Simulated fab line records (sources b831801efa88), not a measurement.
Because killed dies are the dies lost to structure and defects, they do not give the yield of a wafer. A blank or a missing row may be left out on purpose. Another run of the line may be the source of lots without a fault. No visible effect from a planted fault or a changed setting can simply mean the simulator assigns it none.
Chamber matching / flow gf180mcu / GF_V5_CMP_26 on cmp-01: 4 sister chambers
The step polishes, stops on SiO2, t overpolish 15 s, target thk 0 nm. 8 wafers are shown with their chamber, then 12 later ones without.

WAFERS PAIRED WITH THEIR CHAMBERS
wafer=L091.2; chamber=2; motor_current_A (A)=9.8; time_to_endpoint_s (s)=82
wafer=L091.5; chamber=2; motor_current_A (A)=9.4; time_to_endpoint_s (s)=85
wafer=L092.2; chamber=0; motor_current_A (A)=10.4; time_to_endpoint_s (s)=87
wafer=L092.3; chamber=3; motor_current_A (A)=10.8; time_to_endpoint_s (s)=87
wafer=L092.4; chamber=1; motor_current_A (A)=13.9; time_to_endpoint_s (s)=85
wafer=L093.2; chamber=3; motor_current_A (A)=11.1; time_to_endpoint_s (s)=88
wafer=L093.3; chamber=0; motor_current_A (A)=9.7; time_to_endpoint_s (s)=85
wafer=L093.4; chamber=1; motor_current_A (A)=13.8; time_to_endpoint_s (s)=83

WAFERS MISSING THEIR CHAMBER
wafer=L093.1; motor_current_A (A)=9.6; time_to_endpoint_s (s)=84
wafer=L093.5; motor_current_A (A)=9.9; time_to_endpoint_s (s)=85
wafer=L093.6; motor_current_A (A)=10.8; time_to_endpoint_s (s)=83
wafer=L095.1; motor_current_A (A)=9.5; time_to_endpoint_s (s)=90
wafer=L095.5; motor_current_A (A)=11.1; time_to_endpoint_s (s)=93
wafer=L095.6; motor_current_A (A)=9.3; time_to_endpoint_s (s)=88
wafer=L096.1; motor_current_A (A)=10.1; time_to_endpoint_s (s)=90
wafer=L096.4; motor_current_A (A)=10.9; time_to_endpoint_s (s)=86
wafer=L096.5; motor_current_A (A)=13.9; time_to_endpoint_s (s)=88
wafer=L097.1; motor_current_A (A)=9.3; time_to_endpoint_s (s)=89
wafer=L097.5; motor_current_A (A)=10.4; time_to_endpoint_s (s)=87
wafer=L097.6; motor_current_A (A)=10.4; time_to_endpoint_s (s)=86

THE CHAMBER EACH PASSED THROUGH
wafer=L093.1; from the rows above=can't be placed: 2 or 0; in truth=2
wafer=L093.5; from the rows above=can't be placed: 0 or 2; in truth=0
wafer=L093.6; from the rows above=can't be placed: 3 or 0 or 2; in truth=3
wafer=L095.1; from the rows above=can't be placed: 0 or 2 or 3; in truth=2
wafer=L095.5; from the rows above=3; in truth=3
wafer=L095.6; from the rows above=can't be placed: 0 or 2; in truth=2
wafer=L096.1; from the rows above=can't be placed: 0 or 3 or 2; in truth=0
wafer=L096.4; from the rows above=can't be placed: 3 or 0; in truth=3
wafer=L096.5; from the rows above=1; in truth=1
wafer=L097.1; from the rows above=can't be placed: 0 or 2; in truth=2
wafer=L097.5; from the rows above=can't be placed: 0 or 3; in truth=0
wafer=L097.6; from the rows above=can't be placed: 0 or 3 or 2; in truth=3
Correct placement for 2 of the 12. Unplaceable from these rows: 10, with the true chamber sitting among the candidates in 10. Wrongly placed: 0.
How it was worked out, from the rows above alone: a wafer's distance from a chamber is the root of the sum, over the readings, of the square of ((its reading less the chamber's mean) divided by the reading's scatter). If the next closest chamber is less than 2 further off than the closest, the wafer can't be placed; otherwise it belongs to the closest. A chamber's mean is the mean of its shown wafers. The scatter: take each reading less its chamber's mean, square it, sum over the shown wafers, divide by the number of wafers less the number of chambers, and take the root.
